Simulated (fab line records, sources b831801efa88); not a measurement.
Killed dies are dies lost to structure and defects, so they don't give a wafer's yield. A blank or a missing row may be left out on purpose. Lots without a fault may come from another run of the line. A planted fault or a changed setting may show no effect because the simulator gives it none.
fab line records | flow sfq_line
record lots=6 wafers=18 last_day=78
route steps=325 shown I1@77 M2@88 I2@103 M3@118 M8@325
lots that met no fault: from a run of the same line without faults
start_h: hours from the record's first day to the start of the lot's first wafer shown | wait_h: hours since the lot's step before | " the same as in the row above | L1.1+2: a row that stands for several wafers | - no value, or no start given | * or withheld: withheld | < > ~ a bound
route shown NAME@n: a module of which the file shows steps, and the number in the route of the first | usual: mean/standard deviation of fault-free wafers | same: alike in all rows | chamber/n: place in a boat | sites: the reading at each site | _std_site: their standard deviation | _edge_site: outer sites' mean less inner sites' | radius_mm: how far each site lies from the wafer's centre | mask NAME#n: copy n | behind: the tool/chamber that last shaped the wafer | hold: why the lot was held/for how many hours/how that ended | device: the transistor (n, p or np) that didn't switch | end of line: the same wafers' tests at the end of the route | a step without rows: its recipe alone | killed: dies lost to structure and defects at the first sort, not the wafer's yield | map: a wafer's dies, x killed, . not, _ none there
set.NAME: the setting as run; set.NAME@STEP: as run at that earlier step | model.NAME: the simulator's own value behind a step, which no gauge read
lots at some steps of the route; a table a step, a row a wafer
services: from which hour (start_h, from the record's first day; less than 0 if before it) a tool's chamber was out of use, for how many hours, and why
## steps
# step SFQ_TRILAYER_I1_VIA_LITHO_COAT_054
# recipe resist=BARC spin_rpm=3000 resist_thk_nm=62
# step SFQ_TRILAYER_I1_VIA_LITHO_COAT_049
# recipe resist=KrF spin_rpm=3000 resist_thk_nm=650
# step SFQ_TRILAYER_I1_VIA_LITHO_SOFTBAKE_053
# recipe temp_c=withheld time_s=withheld resist=KrF
# step SFQ_TRILAYER_I1_VIA_LITHO_EXPOSE_050
# recipe mask_id=I1 na=0.6 source_shape=conventional sigma_outer=0.65 target_cd_nm=500 dose_mj=21.3
# step SFQ_TRILAYER_I1_VIA_LITHO_PEB_052
# recipe peb_temp_c=115 peb_time_s=60 resist=KrF
# step SFQ_TRILAYER_I1_VIA_LITHO_DEVELOP_051
# recipe time_s=60 resist=KrF
# step SFQ_I1_OVL_MEAS_913
# usual I1_OVL=2/5.4
# columns lot.wafer tool chamber start_h wait_h I1_OVL[nm]
L512.2 overlay-01 - 442.86 0.1 4
L512.3 " - " " 1
L512.6 " - " " 4
L516.1 overlay-01 - 475.25 0.1 -11
L516.2 " - " " 1
L516.5 " - " " -9
L519.1 overlay-02 - 489.65 0.1 5
L519.3 " - " " -1
L519.5 " - " " 4
L520.2 overlay-01 - 500.56 0.1 13
L520.5 " - " " 5
L520.6 " - " " 7
L526.2 overlay-01 - 558.12 0.1 5
L526.5 " - " " 0
L526.6 " - " " -1
L528.1 overlay-01 - 568.91 0.1 5
L528.2 " - " " 6
L528.5 " - " " 12
# step SFQ_TRILAYER_I1_VIA_BARC_OPEN_VIA_ETCH_071
# recipe mask_material=PR chemistry=O2 target_depth_nm=125 target=BARC source_w=500 bias_w=80 pressure_mtorr=30 time_s=41.7
# step SFQ_TRILAYER_I1_VIA_ETCH_VIA_ETCH_052
# recipe target=SiO2 stop_on=Nb mask_material=PR taper_deg=20 chemistry=CHF3 target_depth_nm=260 source_w=500 bias_w=80 pressure_mtorr=30 time_s=withheld
# step SFQ_TRILAYER_I1_VIA_STRIP_STRIP_053
# recipe gas=O2 power_w=200 platen_temp_c=40 overash_fraction=0.65 chemistry=O2 pressure_mtorr=50
# usual chamber_pressure_mTorr=50.00/0.045 drypump_motor_current_A=5.9/0.36 oes_product_au=0.995/0.007
# columns lot.wafer tool chamber start_h wait_h chamber_pressure_mTorr drypump_motor_current_A oes_product_au rf_hours_counter_h
L512.2 rie_metal-02 0 443.04 - 49.99 5.6 0.984 159
L512.3 " 1 " " 49.97 5.8 0.995 -
L512.6 " 0 " " 50.04 5.5 0.989 -
L516.1 rie_metal-02 1 475.44 - 50.03 5.8 1.009 72
L516.2 " 0 " " 49.99 5.5 1.001 164
L516.5 " 1 " " 49.99 5.8 1.003 -
L519.1 rie_metal-02 0 489.84 - 49.95 5.5 0.992 167
L519.3 " 1 " " 49.97 5.8 0.999 -
L519.5 " 0 " " 50.03 5.5 0.993 -
L520.2 rie_metal-02 0 500.74 - 50.04 5.5 0.999 168
L520.5 " 0 " " 50.07 5.5 0.983 -
L520.6 " 1 " " 49.96 5.7 1.002 -
L526.2 rie_metal-03 1 558.30 - 50.03 6.6 1.000 47
L526.5 " 0 " " 50.05 5.9 0.995 -
L526.6 " 1 " " 50.07 6.6 0.989 -
L528.1 rie_metal-03 1 569.10 - 49.99 6.6 0.993 49
L528.2 " 0 " " 49.98 5.9 0.992 90
L528.5 " 0 " " 49.97 5.9 0.992 -
# step SFQ_TRILAYER_I1_VIA_STRIP_SOLV_CLEAN_054
# recipe chemistry=NMP temp_c=70 time_s=600
# step SFQ_TRILAYER_M2_DEP_PRE_CLEAN_056
# recipe gas=Ar time_s=22.5 bias_v=250
# step SFQ_TRILAYER_M2_DEP_SPUTTER_055
# recipe material=Nb base_pressure_pa=1.33e-06 chamber_pressure_pa=0.1333 substrate_temp_c=20 resputter_cathode_voltage_v=400 target_thk_nm=200 power_w=2000 time_s=133.3
# usual base_pressure_pa=1.34e-06/9.5e-08 chamber_pressure_pa=0.13333/0.00028 resputter_cathode_voltage_v=400/4.1 substrate_temp_c=20.00/0.1 throttle_valve_pct=30.1/0.66
# columns lot.wafer tool chamber start_h wait_h base_pressure_pa chamber_pressure_pa resputter_cathode_voltage_v substrate_temp_c throttle_valve_pct model.Nb_of_TRILAYER_M2_DEP_SPUTTER_055.thk_nm
L512.2 pvd_sputter-05 - 443.84 0.0 1.41e-06 0.13348 391 20.09 29.5 199
L512.3 " - " " 1.25e-06 0.1334 405 20.16 29.7 204.9
L512.6 " - " " 1.35e-06 0.13306 390 19.96 29.6 198.6
L516.1 pvd_sputter-03 - 476.24 0.0 1.36e-06 0.13382 403 19.95 29.7 202.1
L516.2 " - " " 1.37e-06 0.13329 400 20.09 29.6 198.5
L516.5 " - " " 1.28e-06 0.13276 409 19.89 29.9 202.2
L519.1 pvd_sputter-03 - 490.64 0.0 1.34e-06 0.13338 391 19.80 31.1 253.1
L519.3 " - " " 1.33e-06 0.13306 405 20.13 29.8 193.6
L519.5 " - " " 1.16e-06 0.13339 409 19.98 29.6 197.5
L520.2 pvd_sputter-03 - 501.54 0.0 1.35e-06 0.13331 400 19.98 31.3 254.8
L520.5 " - " " 1.48e-06 0.13297 401 20.15 29.6 198.1
L520.6 " - " " 1.38e-06 0.13324 395 19.95 30.0 261.7
L526.2 pvd_sputter-03 - 559.11 0.0 1.27e-06 0.13358 401 19.84 31.0 197.4
L526.5 " - " " 1.36e-06 0.1334 405 19.93 31.0 197.9
L526.6 " - " " 1.41e-06 0.13297 403 19.92 29.7 197
L528.1 pvd_sputter-03 - 569.92 0.0 1.29e-06 0.1335 400 20.11 31.3 195
L528.2 " - " " 1.49e-06 0.13384 397 20.08 30.9 199.1
L528.5 " - " " 1.17e-06 0.13335 400 20.03 31.0 196.2
# step SFQ_M2_RS_MEAS_914
# recipe thk_meas_gauge=four-point-probe reads=Nb_of_TRILAYER_M2_DEP_SPUTTER_055
# usual M2_NB_RS=0.899/0.015
# columns lot.wafer tool chamber start_h wait_h M2_NB_RS[ohm/sq]
L512.2 film_metro-01 - 443.95 0.1 0.894
L512.3 " - " " 0.868
L512.6 " - " " 0.895
L516.1 film_metro-01 - 476.33 0.0 0.880
L516.2 " - " " 0.896
L516.5 " - " " 0.881
L519.1 film_metro-02 - 490.73 0.0 0.703
L519.3 " - " " 0.920
L519.5 " - " " 0.901
L520.2 film_metro-03 - 501.65 0.1 0.698
L520.5 " - " " 0.899
L520.6 " - " " 0.678
L526.2 film_metro-01 - 559.22 0.1 0.903
L526.5 " - " " 0.899
L526.6 " - " " 0.903
L528.1 film_metro-03 - 570.01 0.0 0.913
L528.2 " - " " 0.894
L528.5 " - " " 0.908
# step SFQ_TRILAYER_M2_LITHO_COAT_062
# recipe resist=BARC spin_rpm=3000 resist_thk_nm=62
# step SFQ_TRILAYER_M2_LITHO_COAT_057
# recipe resist=KrF spin_rpm=3000 resist_thk_nm=600
# step SFQ_TRILAYER_M2_LITHO_SOFTBAKE_061
# recipe temp_c=withheld time_s=withheld resist=KrF
# step SFQ_TRILAYER_M2_LITHO_EXPOSE_058
# recipe mask_id=M2 na=0.6 source_shape=conventional sigma_outer=0.65 target_cd_nm=500 dose_mj=14.4
# step SFQ_TRILAYER_M2_LITHO_PEB_060
# recipe peb_temp_c=115 peb_time_s=60 resist=KrF
# step SFQ_TRILAYER_M2_LITHO_DEVELOP_059
# recipe time_s=60 resist=KrF
# step SFQ_M2_OVL_MEAS_916
# usual M2_OVL=1/3.8
# columns lot.wafer tool chamber start_h wait_h M2_OVL[nm]
L512.2 overlay-01 - 536.72 0.1 -4
L512.3 " - " " -6
L512.6 " - " " -5
L516.1 overlay-01 - 571.31 0.1 -3
L516.2 " - " " -2
L516.5 " - " " 4
L519.1 overlay-02 - 588.11 0.1 -3
L519.3 " - " " 1
L519.5 " - " " 3
L520.2 overlay-02 - 594.12 0.1 -5
L520.5 " - " " 0
L520.6 " - " " -2
L526.2 overlay-02 - 651.34 0.1 0
L526.5 " - " " 2
L526.6 " - " " 2
L528.1 overlay-02 - 663.33 0.1 3
L528.2 " - " " 4
L528.5 " - " " 7
# step SFQ_TRILAYER_M2_BARC_OPEN_METAL_ETCH_077
# recipe mask_material=PR chemistry=O2 target_depth_nm=125 target=BARC icp_w=600 bias_w=80 pressure_mtorr=10 time_s=41.7
# usual chamber_pressure_mTorr=9.999/0.0084 drypump_motor_current_A=5.98/0.28 oes_product_au=0.685/0.0047
# columns lot.wafer tool chamber start_h wait_h chamber_pressure_mTorr drypump_motor_current_A oes_product_au rf_hours_counter_h
L512.2 rie_metal-04 0 536.75 0.0 9.994 5.85 0.677 78
L512.3 " 1 " " 9.999 6.08 0.683 -
L512.6 " 1 " " 10.007 6.06 0.684 -
L516.1 rie_metal-04 1 571.35 0.0 10.005 6.07 0.686 120
L516.2 " 0 " " 10.001 5.83 0.691 86
L516.5 " 0 " " 10.002 5.81 0.693 -
L519.1 rie_metal-02 1 588.15 0.0 10.004 5.80 0.687 91
L519.3 " 0 " " 10.013 5.54 0.689 -
L519.5 " 1 " " 9.999 5.76 0.678 -
L520.2 rie_metal-01 1 594.15 0.0 10.008 6.35 0.684 77
L520.5 " 0 " " 10.002 6.20 0.688 -
L520.6 " 1 " " 10.002 6.33 0.681 -
L526.2 rie_metal-04 1 651.37 0.0 9.992 6.05 0.685 134
L526.5 " 0 " " 10.017 5.86 0.682 -
L526.6 " 1 " " 9.999 6.06 0.680 -
L528.1 rie_metal-04 0 663.57 0.2 10.002 5.82 0.688 102
L528.2 " 1 " " 9.996 6.06 0.682 136
L528.5 " 1 " " 9.994 6.08 0.687 -
# step SFQ_TRILAYER_M2_ETCH_METAL_ETCH_060
# recipe target=Nb stop_on=SiO2 mask_material=PR chemistry=Cl2/Ar target_depth_nm=240 icp_w=600 bias_w=80 pressure_mtorr=10 time_s=120
# usual chamber_pressure_mTorr=10.000/0.0093 drypump_motor_current_A=5.99/0.28 oes_product_au=0.889/0.0094
# columns lot.wafer tool chamber start_h wait_h chamber_pressure_mTorr drypump_motor_current_A oes_product_au rf_hours_counter_h
L512.2 rie_metal-04 0 536.81 0.0 9.986 5.82 0.887 79
L512.3 " 1 " " 10.003 6.09 0.903 -
L512.6 " 1 " " 10.009 6.12 0.890 -
L516.1 rie_metal-04 1 571.41 0.0 10.014 6.03 0.903 120
L516.2 " 0 " " 10.006 5.84 0.900 86
L516.5 " 0 " " 9.986 5.82 0.889 -
L519.1 rie_metal-02 1 588.21 0.0 9.995 5.71 1.010 92
L519.3 " 0 " " 9.998 5.56 0.881 -
L519.5 " 1 " " 10.003 5.75 0.893 -
L520.2 rie_metal-01 1 594.21 0.0 9.980 6.28 0.985 77
L520.5 " 0 " " 9.998 6.21 0.885 -
L520.6 " 1 " " 10.010 6.33 1.001 -
L526.2 rie_metal-04 1 651.43 0.0 9.991 6.04 0.891 134
L526.5 " 0 " " 9.995 5.83 0.888 -
L526.6 " 1 " " 10.005 6.03 0.883 -
L528.1 rie_metal-04 0 663.63 0.0 9.997 5.83 0.889 102
L528.2 " 1 " " 10.015 6.06 0.893 136
L528.5 " 1 " " 10.002 6.09 0.879 -
# step SFQ_TRILAYER_M2_STRIP_STRIP_061
# recipe gas=O2 power_w=200 platen_temp_c=40 overash_fraction=0.65 chemistry=O2 pressure_mtorr=50
# step SFQ_TRILAYER_M2_STRIP_SOLV_CLEAN_062
# recipe chemistry=NMP temp_c=70 time_s=600
# step SFQ_TRILAYER_I2_DEP_PECVD_063
# recipe material=SiO2 temp_c=150 time_s=111.11 pressure_torr=2.4 rf_w=183.3 precursor=SiH4/N2O target_thk_nm=500
# usual heater_power_w=75/14 throttle_valve_pct=25.1/1.2
# columns lot.wafer tool chamber start_h wait_h heater_power_w throttle_valve_pct
L512.2 pecvd-04 0 537.71 0.0 85 26.5
L512.3 " 1 " " 68 24.1
L512.6 " 2 " " 100 25.6
L516.1 pecvd-01 2 572.31 0.0 80 25.8
L516.2 " 0 " " 76 26.9
L516.5 " 0 " " 77 27.0
L519.1 pecvd-04 0 589.13 0.0 80 26.5
L519.3 " 1 " " 79 24.1
L519.5 " 2 " " 99 25.3
L520.2 pecvd-01 1 595.13 0.0 85 24.1
L520.5 " 2 " " 79 26.0
L520.6 " 1 " " 89 24.1
L526.2 pecvd-01 1 652.33 0.0 90 24.2
L526.5 " 2 " " 79 25.9
L526.6 " 0 " " 69 27.3
L528.1 pecvd-01 1 664.53 0.0 85 24.0
L528.2 " 0 " " 73 27.3
L528.5 " 1 " " 88 24.2
# step SFQ_TRILAYER_I2_CMP_CMP_064
# recipe material=SiO2 down_force_psi=3 platen_rpm=60 pad_velocity_m_s=0.94248
# step SFQ_I2_BOW_MEAS_917
# recipe mode=bow
# usual I2_BOW=4/7.8
# columns lot.wafer tool chamber start_h wait_h I2_BOW[um]
L512.2 film_metro-03 - 545.54 2.0 14
L512.3 " - " " 8
L512.6 " - " " 8
L516.1 film_metro-01 - 589.65 1.0 5
L516.2 " - " " 9
L516.5 " - " " -4
L519.1 film_metro-04 - 607.65 1.0 5
L519.3 " - " " 1
L519.5 " - " " -5
L520.2 film_metro-04 - 616.67 2.5 14
L520.5 " - " " 9
L520.6 " - " " 6
L526.2 film_metro-04 - 686.11 2.0 8
L526.5 " - " " -2
L526.6 " - " " 4
L528.1 film_metro-01 - 695.50 2.5 -7
L528.2 " - " " 5
L528.5 " - " " 5
# step SFQ_TRILAYER_I2_METRO_MEASURE_065
# usual thk_nm=199.7/1.3
# columns lot.wafer tool chamber start_h wait_h thk_nm
L512.2 film_metro-03 - 545.84 0.3 200.9
L512.3 " - " " 200.1
L512.6 " - " " 199.1
L516.1 film_metro-01 - 589.77 0.1 202.1
L516.2 " - " " 200.6
L516.5 " - " " 199.8
L519.1 film_metro-04 - 607.77 0.1 201.9
L519.3 " - " " 201.5
L519.5 " - " " 200.3
L520.2 film_metro-04 - 616.97 0.3 199.6
L520.5 " - " " 201.0
L520.6 " - " " 197.8
L526.2 film_metro-04 - 686.41 0.3 200.4
L526.5 " - " " 199.0
L526.6 " - " " 200.5
L528.1 film_metro-01 - 695.62 0.1 198.0
L528.2 " - " " 198.8
L528.5 " - " " 198.2
# step SFQ_TRILAYER_I2_VIA_LITHO_COAT_072
# recipe resist=BARC spin_rpm=3000 resist_thk_nm=62
# step SFQ_TRILAYER_I2_VIA_LITHO_COAT_067
# recipe resist=KrF spin_rpm=3000 resist_thk_nm=650
# step SFQ_TRILAYER_I2_VIA_LITHO_SOFTBAKE_071
# recipe temp_c=withheld time_s=withheld resist=KrF
# step SFQ_TRILAYER_I2_VIA_LITHO_EXPOSE_068
# recipe mask_id=I2 na=0.6 source_shape=conventional sigma_outer=0.65 target_cd_nm=500 dose_mj=21.3
# step SFQ_TRILAYER_I2_VIA_LITHO_PEB_070
# recipe peb_temp_c=115 peb_time_s=60 resist=KrF
# step SFQ_TRILAYER_I2_VIA_LITHO_DEVELOP_069
# recipe time_s=60 resist=KrF
# step SFQ_I2_OVL_MEAS_918
# usual I2_OVL=0/4.7
# columns lot.wafer tool chamber start_h wait_h I2_OVL[nm]
L512.2 overlay-01 - 624.10 0.1 -6
L512.3 " - " " -2
L512.6 " - " " -5
L516.1 overlay-01 - 665.67 0.1 0
L516.2 " - " " -2
L516.5 " - " " -4
L519.1 overlay-01 - 682.27 0.1 -3
L519.3 " - " " 3
L519.5 " - " " -1
L520.2 overlay-02 - 690.77 0.1 4
L520.5 " - " " 4
L520.6 " - " " 12
L526.2 overlay-01 - 759.26 0.1 -6
L526.5 " - " " -2
L526.6 " - " " 5
L528.1 overlay-02 - 768.86 0.1 4
L528.2 " - " " 12
L528.5 " - " " 7
# step SFQ_TRILAYER_I2_VIA_BARC_OPEN_VIA_ETCH_096
# recipe mask_material=PR chemistry=O2 target_depth_nm=125 target=BARC source_w=500 bias_w=80 pressure_mtorr=30 time_s=41.7
# step SFQ_TRILAYER_I2_VIA_ETCH_VIA_ETCH_070
# recipe target=SiO2 stop_on=Nb mask_material=PR taper_deg=20 chemistry=CHF3 target_depth_nm=260 source_w=500 bias_w=80 pressure_mtorr=30 time_s=withheld
# usual chamber_pressure_mTorr=30.000/0.028 drypump_motor_current_A=5.9/0.56 oes_product_au=0.854/0.006
# columns lot.wafer tool chamber start_h wait_h chamber_pressure_mTorr drypump_motor_current_A oes_product_au
L512.2 rie_diel-03 0 624.17 0.0 29.942 6.3 0.864
L512.3 " 2 " " 30.003 6.3 0.847
L512.6 " 0 " " 30.024 6.3 0.848
L516.1 rie_diel-02 0 665.74 0.0 29.984 5.7 0.863
L516.2 " 3 " " 29.979 6.8 0.857
L516.5 " 3 " " 30.026 6.8 0.850
L519.1 rie_diel-02 3 682.34 0.0 29.977 6.8 0.860
L519.3 " 0 " " 29.999 5.6 0.849
L519.5 " 0 " " 30.034 5.6 0.849
L520.2 rie_diel-01 2 690.84 0.0 29.995 6.3 0.858
L520.5 " 1 " " 29.996 6.0 0.860
L520.6 " 2 " " 29.988 6.3 0.846
L526.2 rie_diel-02 0 759.33 0.0 30.029 5.6 0.856
L526.5 " 1 " " 30.036 5.5 0.856
L526.6 " 3 " " 30.035 6.8 0.854
L528.1 rie_diel-03 0 768.93 0.0 30.043 6.3 0.846
L528.2 " 1 " " 29.972 6.3 0.856
L528.5 " 1 " " 30.031 6.4 0.861
# step SFQ_TRILAYER_I2_VIA_STRIP_STRIP_071
# recipe gas=O2 power_w=200 platen_temp_c=40 overash_fraction=0.65 chemistry=O2 pressure_mtorr=50
# step SFQ_TRILAYER_I2_VIA_STRIP_SOLV_CLEAN_072
# recipe chemistry=NMP temp_c=70 time_s=600
# step SFQ_TRILAYER_M3_DEP_PRE_CLEAN_074
# recipe gas=Ar time_s=22.5 bias_v=250
# step SFQ_M8_BOW_MEAS_951
# recipe mode=bow
# usual M8_BOW=10/12
# columns lot.wafer tool chamber start_h wait_h M8_BOW[um] model.etest.m2.comb_log10_ohm model.etest.m2.ohm_sq
L512.2 film_metro-04 - 1659.10 0.0 26 12 0.8945
L512.3 " - " " 20 12 0.8684
L512.6 " - " " 20 12 0.8961
L516.1 film_metro-03 - 1759.38 0.0 17 12 0.8805
L516.2 " - " " 21 12 0.8965
L516.5 " - " " 7 12 0.8803
L519.1 film_metro-04 - 1767.65 0.0 1 0 0.7031
L519.3 " - " " -3 12 0.919
L519.5 " - " " -9 12 0.9009
L520.2 film_metro-01 - 1772.47 0.0 24 0 0.6986
L520.5 " - " " 19 12 0.8983
L520.6 " - " " 17 0 0.68
L526.2 film_metro-01 - 1863.81 0.0 3 12 0.9014
L526.5 " - " " -7 12 0.8992
L526.6 " - " " 0 12 0.9031
L528.1 film_metro-03 - 1867.39 0.0 2 12 0.9127
L528.2 " - " " 14 12 0.894
L528.5 " - " " 13 12 0.907
## services
# columns tool chamber start_h hours kind
film_metro-04 - 429.68 0.6 pm
pecvd-04 - 430.32 0.8 repair
film_metro-04 - 440.26 0.6 pm
rie_diel-03 0 447.18 4.3 repair
rie_diel-03 1 451.00 3.9 repair
film_metro-01 - 456.04 1.3 pm
pecvd-01 2 499.33 29.9 repair
rie_diel-02 - 505.15 2.8 pm
film_metro-04 - 507.41 1.1 pm
rie_metal-02 - 538.05 15.6 pm
film_metro-04 - 558.34 0.5 pm
rie_diel-02 3 599.32 9.0 repair
pecvd-01 - 632.54 1.2 repair
rie_metal-02 - 643.42 1.4 pm
rie_diel-02 - 651.07 14.6 pm
pvd_sputter-03 - 662.60 1.8 repair
film_metro-04 - 674.68 1.4 pm
pvd_sputter-03 - 689.05 3.3 repair
pvd_sputter-03 - 720.03 4.3 repair
rie_metal-02 1 721.32 5.9 repair
pecvd-01 1 724.15 3.7 repair
pecvd-01 2 732.57 7.2 repair
rie_metal-02 - 749.28 2.8 pm
film_metro-04 - 752.41 0.6 pm
## key
first_sign step=SFQ_M2_RS_MEAS_914 reading=M2_NB_RS direction=down sigmas=14 usual=0.899 struck=0.693
effect step=SFQ_TRILAYER_M2_ETCH_METAL_ETCH_060 reading=oes_product_au direction=up sigmas=12 usual=0.889 struck=0.999
model_effect step=SFQ_TRILAYER_M2_DEP_SPUTTER_055 value=Nb_of_TRILAYER_M2_DEP_SPUTTER_055.thk_nm without=196 struck=256.5
model_effect step=SFQ_M8_BOW_MEAS_951 value=etest.m2.comb_log10_ohm without=12 struck=0
met_at SFQ_TRILAYER_M2_DEP_SPUTTER_055
struck_wafers L519.1,L520.2,L520.6
onset_between 476.24 490.64
fault kind=process_parameter_drift tool=pvd_sputter-03 chamber=- onset_h=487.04 steps=SFQ_TRILAYER_M2_DEP_SPUTTER_055 channel=target_thk_nm offset=60.544 shape=step end_h=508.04 scope=struck_wafers_only acts_in=these_recipes_only stated=200
